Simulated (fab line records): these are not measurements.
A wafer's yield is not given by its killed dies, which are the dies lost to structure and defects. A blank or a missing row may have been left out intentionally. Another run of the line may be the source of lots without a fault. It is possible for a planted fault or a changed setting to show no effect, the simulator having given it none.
fab line records + flow sky130
[record]
- lots = 6
- wafers = 18
- lastDay = 50
route steps=708 shown LDD_HVP@286 LDD_LDN@289 PAD_OPEN@708
lots that met no fault: taken from a fault-free run of the same line
startH: the number of hours between the record's first day and the start of the first shown wafer of the lot + waitH: hours elapsed since this lot's preceding step + " identical to the entry in the row above + L1.1+2: several wafers, shown together as one row + - no value, or no start given + * or withheld: withheld + < > ~ a bound
route shown NAME@n: names a module that has steps shown in the file, with the first one's number in the route + usual: mean and standard deviation over wafers with no fault + same: alike in all rows + chamber/n: place in a boat + sites: each site's reading + _std_site: how widely they spread, as a standard deviation + _edge_site: mean of outer sites minus mean of inner sites + radiusMm: for every site, how far away it sits from the centre of the wafer + mask NAME#n: copy n + behind: tool/chamber where the wafer was last shaped + hold: the reason the lot was held/the length of the hold in hours/how it ended + device: the n, p or np transistor that did not switch + end of line: the same wafers' tests at the end of the route + step lacking rows: just its recipe + killed: not the wafer's yield, but the dies lost to structure and defects at the first sort + map: per-die view of a wafer (x killed, . not killed, _ where there is no die)
set.NAME: the setting the step ran with; set.NAME@STEP: the setting that earlier step ran with + model.NAME: the simulator's own value behind a step, which no gauge read
certain route steps with their lots: each step a table, each wafer a row
services: from which hour (startH, from the record's first day; less than 0 if before it) a tool's chamber was out of use, for how many hours, and why
[[steps]]
[step SKY_LDD_HVP_IMPLANT_08]
[recipe]
- species = B
- energyKev = 20.17
- doseCm2 = 1.7e+13
- tiltDeg = 17.9
[step SKY_LDD_HVP_STRIP_09]
[recipe]
- chemistry = O2/N2
- powerW = 1400
- pressureMtorr = 1500
- platenTempC = withheld
- o2FlowSccm = 3000
- n2FlowSccm = 300
- overashFraction = 0.5
[usual]
- chamberPressureMTorr = 1500.0/1.3
- drypumpMotorCurrentA = 5.8/0.48
- oesProductAu = 0.407/0.0039
- stripTimeToEndpointS = 4.132/0.015
| lot.wafer | tool           | chamber | startH | waitH | chamberPressureMTorr | drypumpMotorCurrentA | oesProductAu | rfHoursCounterH | stripTimeToEndpointS |
|-----------|----------------|---------|--------|-------|----------------------|----------------------|--------------|-----------------|----------------------|
| L849.3    | plasmaAsher-04 | 0       | 543.64 | 0.1   | 1499.3               | 6.2                  | 0.409        | -               | 4.176                |
| L849.4    | "              | 1       | "      | "     | 1500.4               | 4.8                  | 0.409        | -               | 4.163                |
| L849.6    | "              | 0       | "      | "     | 1498.8               | 6.2                  | 0.414        | -               | 4.150                |
| L850.1    | plasmaAsher-02 | 1       | 556.43 | 0.1   | 1500.8               | 6.1                  | 0.407        | 84              | 4.119                |
| L850.3    | "              | 0       | "      | "     | 1499.8               | 5.7                  | 0.405        | -               | 4.109                |
| L850.4    | "              | 1       | "      | "     | 1499.7               | 6.1                  | 0.410        | -               | 4.114                |
| L851.2    | plasmaAsher-01 | 1       | 556.99 | 0.1   | 1499.4               | 5.6                  | 0.412        | 77              | 4.132                |
| L851.5    | "              | 1       | "      | "     | 1499.2               | 5.6                  | 0.409        | -               | 4.144                |
| L851.6    | "              | 0       | "      | "     | 1498.9               | 6.1                  | 0.405        | -               | 4.113                |
| L863.3    | plasmaAsher-02 | 0       | 653.07 | 0.1   | 1501.5               | 5.8                  | 0.408        | -               | 4.135                |
| L863.4    | "              | 1       | "      | "     | 1499.2               | 6.1                  | 0.407        | -               | 4.151                |
| L863.6    | "              | 0       | "      | "     | 1502.7               | 5.7                  | 0.404        | -               | 4.140                |
| L865.2    | plasmaAsher-02 | 0       | 669.26 | 0.1   | 1497.6               | 5.7                  | 0.408        | 95              | 4.100                |
| L865.3    | "              | 0       | "      | "     | 1497.5               | 5.7                  | 0.408        | -               | 4.133                |
| L865.4    | "              | 1       | "      | "     | 1503.6               | 6.1                  | 0.401        | -               | 4.132                |
| L867.1    | plasmaAsher-04 | 0       | 678.39 | 0.1   | 1500.6               | 6.1                  | 0.402        | 24              | 4.145                |
| L867.4    | "              | 1       | "      | "     | 1498.7               | 4.8                  | 0.407        | -               | 4.112                |
| L867.6    | "              | 0       | "      | "     | 1499.2               | 6.2                  | 0.412        | -               | 4.118                |
[step SKY_LDD_HVP_TW_MEAS_10]
[usual]
- LDD_HVP_TW = 452.3/3
| lot.wafer | tool         | chamber | startH | waitH | LDD_HVP_TW |
|-----------|--------------|---------|--------|-------|------------|
| L849.3    | filmMetro-04 | -       | 543.73 | 0.1   | 446.5      |
| L849.4    | "            | -       | "      | "     | 449.3      |
| L849.6    | "            | -       | "      | "     | 449.3      |
| L850.1    | filmMetro-04 | -       | 556.53 | 0.1   | 454.3      |
| L850.3    | "            | -       | "      | "     | 455.3      |
| L850.4    | "            | -       | "      | "     | 452.3      |
| L851.2    | filmMetro-01 | -       | 557.10 | 0.1   | 456.6      |
| L851.5    | "            | -       | "      | "     | 453.5      |
| L851.6    | "            | -       | "      | "     | 454.5      |
| L863.3    | filmMetro-01 | -       | 653.16 | 0.1   | 461.1      |
| L863.4    | "            | -       | "      | "     | 456.9      |
| L863.6    | "            | -       | "      | "     | 461.2      |
| L865.2    | filmMetro-02 | -       | 669.37 | 0.1   | 451.1      |
| L865.3    | "            | -       | "      | "     | 449.1      |
| L865.4    | "            | -       | "      | "     | 450.6      |
| L867.1    | filmMetro-02 | -       | 678.49 | 0.1   | 453.9      |
| L867.4    | "            | -       | "      | "     | 452.6      |
| L867.6    | "            | -       | "      | "     | 450.7      |
[step SKY_LDD_LDN_DEHYDRATE_00]
[recipe]
- tempC = 200
- timeS = 60
[step SKY_LDD_LDN_HMDS_01]
[recipe]
- primeTimeS = 60
- primeTempC = 120
[step SKY_LDD_LDN_COAT_02]
[recipe]
- resist = NOVOLAK
- spinRpm = 3000
- resistThkNm = 1140
[step SKY_LDD_LDN_SOFTBAKE_03]
[recipe]
- tempC = 90
- timeS = 60
- resist = NOVOLAK
[step SKY_LDD_LDN_EXPOSE_04]
[recipe]
- maskId = LDNTM
- na = 0.6
- sourceShape = conventional
- sigmaOuter = 0.6
- polarization = unpolarized
- targetCdNm = 700
- doseMj = 140
[step SKY_LDD_LDN_PEB_05]
[recipe]
- tempC = withheld
- timeS = *
- resist = NOVOLAK
[step SKY_LDD_LDN_DEVELOP_06]
[recipe]
- resist = NOVOLAK
- developer = TMAH
- developTimeS = 60
- devTempC = 23
[step SKY_LDD_LDN_OVL_MEAS_07]
[usual]
- LDD_LDN_OVL = -1.0/1.3
| lot.wafer | tool       | chamber | startH | waitH | LDD_LDN_OVL[nm] |
|-----------|------------|---------|--------|-------|-----------------|
| L849.3    | overlay-02 | -       | 572.62 | 0.1   | 0.4             |
| L849.4    | "          | -       | "      | "     | -1.4            |
| L849.6    | "          | -       | "      | "     | -0.5            |
| L850.1    | overlay-01 | -       | 585.36 | 0.1   | 0.3             |
| L850.3    | "          | -       | "      | "     | -1.7            |
| L850.4    | "          | -       | "      | "     | 0.3             |
| L851.2    | overlay-01 | -       | 585.95 | 0.1   | -1.3            |
| L851.5    | "          | -       | "      | "     | 0.2             |
| L851.6    | "          | -       | "      | "     | -1.2            |
| L863.3    | overlay-01 | -       | 681.31 | 0.1   | -2.0            |
| L863.4    | "          | -       | "      | "     | -1.3            |
| L863.6    | "          | -       | "      | "     | -1.2            |
| L865.2    | overlay-02 | -       | 698.30 | 0.1   | -1.9            |
| L865.3    | "          | -       | "      | "     | -3.8            |
| L865.4    | "          | -       | "      | "     | -3.4            |
| L867.1    | overlay-02 | -       | 706.70 | 0.1   | -1.5            |
| L867.4    | "          | -       | "      | "     | -2.0            |
| L867.6    | "          | -       | "      | "     | -0.2            |
[step SKY_LDD_LDN_IMPLANT_08]
[recipe]
- species = As
- energyKev = 14.88
- doseCm2 = 1.25e+13
- tiltDeg = withheld
- rotationDeg = 23
[step SKY_LDD_LDN_IMPLANT_09]
[recipe]
- species = As
- energyKev = 15
- doseCm2 = 1.25e+13
- tiltDeg = withheld
- rotationDeg = 113
[usual]
- doseIonsCm2 = 1.25e+13/1.4e+10
- endStationPressureTorr = 5.05e-06/2.4e-07
- faradayCurrentUA = 70.3/1.4
| lot.wafer | tool         | chamber | startH | waitH | doseIonsCm2 | endStationPressureTorr | faradayCurrentUA |
|-----------|--------------|---------|--------|-------|-------------|------------------------|------------------|
| L849.3    | implanter-04 | 0       | 572.85 | 0.1   | 1.2484e+13  | 4.98e-06               | 70.1             |
| L849.4    | "            | 0       | "      | "     | 1.249e+13   | 4.77e-06               | 72.4             |
| L849.6    | "            | 0       | "      | "     | 1.25e+13    | 4.84e-06               | 71.4             |
| L850.1    | implanter-02 | 0       | 585.55 | 0.1   | 1.2499e+13  | 4.81e-06               | 68.2             |
| L850.3    | "            | 0       | "      | "     | 1.2495e+13  | 5.12e-06               | 71.0             |
| L850.4    | "            | 0       | "      | "     | 1.2498e+13  | 4.94e-06               | 70.8             |
| L851.2    | implanter-04 | 0       | 586.16 | 0.1   | 1.2486e+13  | 5.01e-06               | 70.1             |
| L851.5    | "            | 0       | "      | "     | 1.2505e+13  | 5.07e-06               | 66.9             |
| L851.6    | "            | 0       | "      | "     | 1.2462e+13  | 5.66e-06               | 70.3             |
| L863.3    | implanter-02 | 0       | 681.53 | 0.1   | 1.7894e+13  | 4.99e-06               | 103.7            |
| L863.4    | "            | 0       | "      | "     | 1.7868e+13  | 4.83e-06               | 100.6            |
| L863.6    | "            | 0       | "      | "     | 1.7885e+13  | 5.03e-06               | 98.9             |
| L865.2    | implanter-02 | 0       | 698.51 | 0.1   | 1.7894e+13  | 5.06e-06               | 96.1             |
| L865.3    | "            | 0       | "      | "     | 1.7906e+13  | 4.8e-06                | 97.2             |
| L865.4    | "            | 0       | "      | "     | 1.7898e+13  | 5.13e-06               | 101.4            |
| L867.1    | implanter-04 | 0       | 706.88 | 0.1   | 1.2509e+13  | 5.01e-06               | 69.2             |
| L867.4    | "            | 0       | "      | "     | 1.2499e+13  | 5.25e-06               | 72.1             |
| L867.6    | "            | 0       | "      | "     | 1.2512e+13  | 5.64e-06               | 67.1             |
[step SKY_LDD_LDN_IMPLANT_10]
[recipe]
- species = As
- energyKev = 15
- doseCm2 = 1.25e+13
- tiltDeg = withheld
- rotationDeg = 203
[step SKY_PAD_OPEN_PROBE_99]
[usual]
- killed_at_M0_to_M3 = 43/7.1
- killed_at_M4_up = 3.0/1.6
- killedAtContacts = 24/5.3
- killedAtFrontEnd = 16/4.1
- killedAtOther = 0.5/0.82
- killedDies = 86/9.4
- killedOpen = 46/6.9
- killedShort = 39/6.5
[same]
- grossDies = 492
- killedAtBackSide = 0
| lot.wafer | tool      | chamber | startH  | waitH | killed_at_M0_to_M3 | killed_at_M4_up | killedAtContacts | killedAtFrontEnd | killedAtOther | killedDies | killedOpen | killedShort | model.etest.tipSonos.rsOhmSq |
|-----------|-----------|---------|---------|-------|--------------------|-----------------|------------------|------------------|---------------|------------|------------|-------------|------------------------------|
| L849.3    | prober-02 | -       | 1108.53 | 0.2   | 49                 | 4               | 21               | 14               | 5             | 93         | 47         | 42          | 2424                         |
| L849.4    | prober-02 | -       | 1108.58 | 0.2   | 38                 | 4               | 24               | 16               | 2             | 84         | 40         | 42          | 2395                         |
| L849.6    | prober-02 | -       | 1108.68 | 0.2   | 33                 | 3               | 26               | 19               | 2             | 83         | 52         | 29          | 2424                         |
| L850.1    | prober-01 | -       | 1114.76 | 0.1   | 36                 | 3               | 17               | 20               | 1             | 77         | 38         | 38          | 2532                         |
| L850.3    | prober-01 | -       | 1114.86 | 0.2   | 42                 | 4               | 15               | 10               | 1             | 72         | 34         | 36          | 2595                         |
| L850.4    | prober-01 | -       | 1114.91 | 0.2   | 53                 | 4               | 21               | 10               | 1             | 89         | 50         | 38          | 2558                         |
| L851.2    | prober-02 | -       | 1118.28 | 0.1   | 54                 | 2               | 16               | 14               | 0             | 86         | 51         | 34          | 2540                         |
| L851.5    | prober-02 | -       | 1118.43 | 0.2   | 31                 | 6               | 20               | 13               | 0             | 70         | 32         | 38          | 2492                         |
| L851.6    | prober-02 | -       | 1118.48 | 0.2   | 39                 | 3               | 16               | 14               | 0             | 72         | 45         | 27          | 2499                         |
| L863.3    | prober-02 | -       | 1178.27 | 0.2   | 50                 | 0               | 18               | 12               | 0             | 80         | 48         | 32          | 2360                         |
| L863.4    | prober-02 | -       | 1178.32 | 0.2   | 49                 | 2               | 23               | 10               | 0             | 84         | 46         | 38          | 2359                         |
| L863.6    | prober-02 | -       | 1178.42 | 0.2   | 45                 | 2               | 23               | 11               | 1             | 82         | 47         | 35          | 2366                         |
| L865.2    | prober-01 | -       | 1190.58 | 0.1   | 37                 | 5               | 21               | 13               | 0             | 76         | 34         | 41          | 2202                         |
| L865.3    | prober-01 | -       | 1190.63 | 0.2   | 23                 | 1               | 23               | 19               | 0             | 66         | 34         | 32          | 2214                         |
| L865.4    | prober-01 | -       | 1190.68 | 0.2   | 36                 | 4               | 22               | 18               | 0             | 80         | 41         | 39          | 2249                         |
| L867.1    | prober-02 | -       | 1193.81 | 0.1   | 40                 | 1               | 24               | 16               | 0             | 81         | 44         | 35          | 2425                         |
| L867.4    | prober-02 | -       | 1193.96 | 0.2   | 45                 | 3               | 29               | 14               | 1             | 92         | 50         | 42          | 2425                         |
| L867.6    | prober-02 | -       | 1194.06 | 0.2   | 36                 | 2               | 29               | 9                | 0             | 76         | 49         | 27          | 2426                         |
// killed by level:class
L849.3 VIA1:geometricParticle:open=10 VIA2:geometricParticle:open=9 CONTACT:geometricParticle:open=7 LI_CONTACT:geometricParticle:open=6 METAL1:geometricParticle:short=6 VIA3:geometricParticle:open=5 VIA3:geometricParticle:short=5 POLY_GATE:geometricParticle:short=4
L849.4 CONTACT:geometricParticle:open=10 VIA1:geometricParticle:open=9 VIA3:geometricParticle:open=7 LOCAL_INTERCONNECT:geometricParticle:short=5 VIA1:geometricParticle:short=5 VIA2:geometricParticle:short=5 LI_CONTACT:geometricParticle:open=4 FIELD_ISO:geometricParticle:short=3
L849.6 CONTACT:geometricParticle:open=10 LI_CONTACT:geometricParticle:open=9 VIA1:geometricParticle:open=7 VIA2:geometricParticle:open=6 METAL2:geometricParticle:short=4 VIA3:geometricParticle:open=4 FIELD_ISO:geometricParticle:open=3 POLY_GATE:geometricParticle:open=3
L850.1 CONTACT:geometricParticle:open=11 VIA1:geometricParticle:open=7 POLY_GATE:geometricParticle:short=5 METAL1:geometricParticle:short=5 VIA3:geometricParticle:open=5 POLY_GATE:geometricParticle:open=4 FIELD_ISO:geometricParticle:short=3 METAL1:geometricParticle:open=3
L850.3 VIA1:geometricParticle:open=12 VIA3:geometricParticle:short=6 VIA3:geometricParticle:open=6 LI_CONTACT:geometricParticle:open=5 METAL2:geometricParticle:short=4 METAL4:geometricParticle:short=4 FIELD_ISO:geometricParticle:open=3 CONTACT:geometricParticle:short=3
L850.4 CONTACT:geometricParticle:open=11 VIA1:geometricParticle:open=10 VIA3:geometricParticle:open=9 METAL2:geometricParticle:short=9 VIA3:geometricParticle:short=8 LI_CONTACT:geometricParticle:open=7 METAL1:geometricParticle:short=5 VIA1:geometricParticle:short=5
L851.2 VIA1:geometricParticle:open=13 CONTACT:geometricParticle:open=8 VIA3:geometricParticle:open=7 METAL2:geometricParticle:short=6 VIA2:geometricParticle:open=6 FIELD_ISO:geometricParticle:short=5 METAL1:geometricParticle:short=4 VIA2:geometricParticle:short=4
L851.5 METAL1:geometricParticle:short=9 LI_CONTACT:geometricParticle:open=8 CONTACT:geometricParticle:open=7 FIELD_ISO:geometricParticle:short=6 VIA1:geometricParticle:open=6 METAL4:geometricParticle:short=6 METAL2:geometricParticle:short=5 VIA3:geometricParticle:open=4
L851.6 VIA1:geometricParticle:open=10 METAL2:geometricParticle:short=6 VIA3:geometricParticle:open=6 CONTACT:geometricParticle:open=5 VIA2:geometricParticle:open=5 FIELD_ISO:geometricParticle:open=4 LI_CONTACT:geometricParticle:open=4 FIELD_ISO:geometricParticle:short=3
L863.3 VIA1:geometricParticle:open=17 VIA3:geometricParticle:open=9 CONTACT:geometricParticle:open=7 METAL2:geometricParticle:short=6 VIA2:geometricParticle:open=6 METAL1:geometricParticle:short=5 LI_CONTACT:geometricParticle:open=4 LOCAL_INTERCONNECT:geometricParticle:short=4
L863.4 VIA1:geometricParticle:open=11 CONTACT:geometricParticle:open=9 VIA2:geometricParticle:open=8 METAL1:geometricParticle:short=6 METAL2:geometricParticle:short=6 CONTACT:geometricParticle:short=4 METAL3:geometricParticle:short=4 VIA3:geometricParticle:open=4
L863.6 VIA1:geometricParticle:open=11 CONTACT:geometricParticle:open=10 VIA2:geometricParticle:short=6 POLY_GATE:geometricParticle:short=5 LI_CONTACT:geometricParticle:open=5 CONTACT:geometricParticle:short=5 VIA2:geometricParticle:open=5 VIA1:geometricParticle:short=4
L865.2 METAL2:geometricParticle:short=11 VIA1:geometricParticle:open=10 CONTACT:geometricParticle:short=7 CONTACT:geometricParticle:open=5 FIELD_ISO:geometricParticle:short=4 LI_CONTACT:geometricParticle:open=4 VIA2:geometricParticle:open=4 METAL4:geometricParticle:short=4
L865.3 POLY_GATE:geometricParticle:open=6 CONTACT:geometricParticle:open=6 FIELD_ISO:geometricParticle:short=5 FIELD_ISO:geometricParticle:open=5 CONTACT:geometricParticle:short=5 LI_CONTACT:geometricParticle:open=4 LOCAL_INTERCONNECT:geometricParticle:short=4 VIA2:geometricParticle:open=4
L865.4 VIA1:geometricParticle:open=12 CONTACT:geometricParticle:open=9 METAL2:geometricParticle:short=7 POLY_GATE:geometricParticle:open=5 POLY_GATE:geometricParticle:short=5 LI_CONTACT:geometricParticle:open=5 VIA3:geometricParticle:open=5 FIELD_ISO:geometricParticle:short=4
L867.1 VIA2:geometricParticle:open=9 VIA1:geometricParticle:open=8 CONTACT:geometricParticle:open=7 VIA1:geometricParticle:short=7 VIA3:geometricParticle:open=7 CONTACT:geometricParticle:short=6 LOCAL_INTERCONNECT:geometricParticle:short=4 FIELD_ISO:geometricParticle:short=4
L867.4 CONTACT:geometricParticle:open=14 VIA1:geometricParticle:open=12 CONTACT:geometricParticle:short=7 METAL2:geometricParticle:short=7 FIELD_ISO:geometricParticle:open=6 METAL1:geometricParticle:short=6 VIA3:geometricParticle:open=5 VIA2:geometricParticle:open=4
L867.6 CONTACT:geometricParticle:open=14 VIA1:geometricParticle:open=7 VIA2:geometricParticle:open=7 VIA3:geometricParticle:open=5 LI_CONTACT:geometricParticle:open=5 POLY_GATE:geometricParticle:short=4 FIELD_ISO:geometricParticle:short=3 METAL1:geometricParticle:open=3
[[services]]
| tool           | chamber | startH | hours | kind   |
|----------------|---------|--------|-------|--------|
| plasmaAsher-04 | -       | 523.43 | 1.3   | repair |
| implanter-02   | -       | 546.29 | 1.4   | repair |
| implanter-02   | -       | 570.28 | 3.7   | pm     |
| plasmaAsher-01 | -       | 581.99 | 2.8   | pm     |
| implanter-02   | -       | 602.20 | 5.2   | pm     |
| implanter-04   | -       | 663.78 | 19.3  | pm     |
[[key]]
[firstSign]
- step = SKY_LDD_LDN_IMPLANT_09
- reading = doseIonsCm2
- direction = up
- sigmas = 99+
- usual = *
- struck = *
[effect]
- step = SKY_LDD_LDN_IMPLANT_09
- reading = faradayCurrentUA
- direction = up
- sigmas = 21
- usual = 70.3
- struck = 99.7
[modelEffect]
- step = SKY_PAD_OPEN_PROBE_99
- value = etest.tipSonos.rsOhmSq
- without = 2429
- struck = 2292
metAt SKY_LDD_LDN_IMPLANT_09
struckWafers L863.3,L863.4,L863.6,L865.2,L865.3,L865.4
testerLeftOut L863,L865
onsetBetween 585.55 681.53
[fault]
- kind = processParameterDrift
- tool = implanter-02
- chamber = -
- onsetH = 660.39
- steps = SKY_LDD_LDN_IMPLANT_09
- channel = doseCm2
- offset = *
- shape = step
- endH = 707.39
- actsIn = *
- stated = *
// testerLeftOut: of these lots the tester's yield and bins aren't shown, on N5 and GAA mostly nor the transistor test; their killed dies are dies lost to structure and defects alone, not to doping, threshold or leakage, so they don't give the yield
